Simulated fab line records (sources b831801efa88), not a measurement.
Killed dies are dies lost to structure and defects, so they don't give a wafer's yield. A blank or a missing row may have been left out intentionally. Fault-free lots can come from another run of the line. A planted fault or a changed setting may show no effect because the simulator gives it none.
Which tool is to blame? ; flow sky130 ; Sampling: 7 lots, 21 wafers, 2 of 708 route steps

## WHAT EACH GAUGE READ, for each wafer
SKY_VIA1_RS_MEAS_22: a four-point-probe measurement.
lot;measured;on;VIA1_W_RS (ohm/sq)
L455;day 33 18:03;film_metro-03;0.424 0.427 0.423
L458;day 34 22:05;film_metro-01;0.427 0.425 0.429
L460;day 35 18:19;film_metro-01;0.433 0.432 0.435
L462;day 36 11:34;film_metro-02;0.427 0.434 0.429
L470;day 39 04:43;film_metro-03;0.384 0.429 0.418
L472;day 39 17:38;film_metro-03;0.431 0.433 0.429
L477;day 40 13:56;film_metro-02;0.436 0.436 0.439

## WHAT TOOL EACH LOT RAN ON (gives the tool, then ch and the chambers of the sampled wafers, and finally the start)
lot;SKY_VIA1_CVD_21
L455;cvd_w-01 ch 0,1, day 33 17:57
L458;cvd_w-01 ch 0,1, day 34 21:58
L460;cvd_w-02 ch 0,1, day 35 18:13
L462;cvd_w-01 ch 0,1, day 36 11:28
L470;cvd_w-01 ch 0,1, day 39 04:38
L472;cvd_w-02 ch 0,1, day 39 17:31
L477;cvd_w-02 ch 1, day 40 13:50
- SKY_VIA1_CVD_21: deposits W, target thk 270 nm, time 80.902 s.

## THE ANSWER, worked out from the rows above alone
Rule: the lots themselves supply what counts as usual. Put in order of their means at a reading, lots are off if they are a third of the lots or fewer, leave a main group of 4 or more, and stand apart from it by a gap of 3 or more times the standard deviation of the main group's means; of several such gaps the widest counts. If all means in a main group match to the digits the tables above print for the reading, that group is not used. Also off: a lot with no number at a reading for which 4 or more lots have one. All remaining lots with rows at the step are treated as sound.
Off: at SKY_VIA1_RS_MEAS_22 (VIA1_W_RS), L470. Main group: mean 0.430 ohm/sq, sd 0.004.
A tool fits if, at a process step before that reading, it ran every lot that is off, and no sound lot after the first of them. Those tools and the gauges at SKY_VIA1_RS_MEAS_22 are tried in the same way. One fits: SKY_VIA1_CVD_21 on cvd_w-01. Its last sound lot is L462 (day 36 11:28), its first lot that is off L470 (day 39 04:38): a fault that began between those two fits.

## WHAT HAD BEEN PUT IN BY THE SIMULATOR
cvd_w-01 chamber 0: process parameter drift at SKY_VIA1_CVD_21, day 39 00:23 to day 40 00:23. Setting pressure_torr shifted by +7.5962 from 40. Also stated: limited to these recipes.
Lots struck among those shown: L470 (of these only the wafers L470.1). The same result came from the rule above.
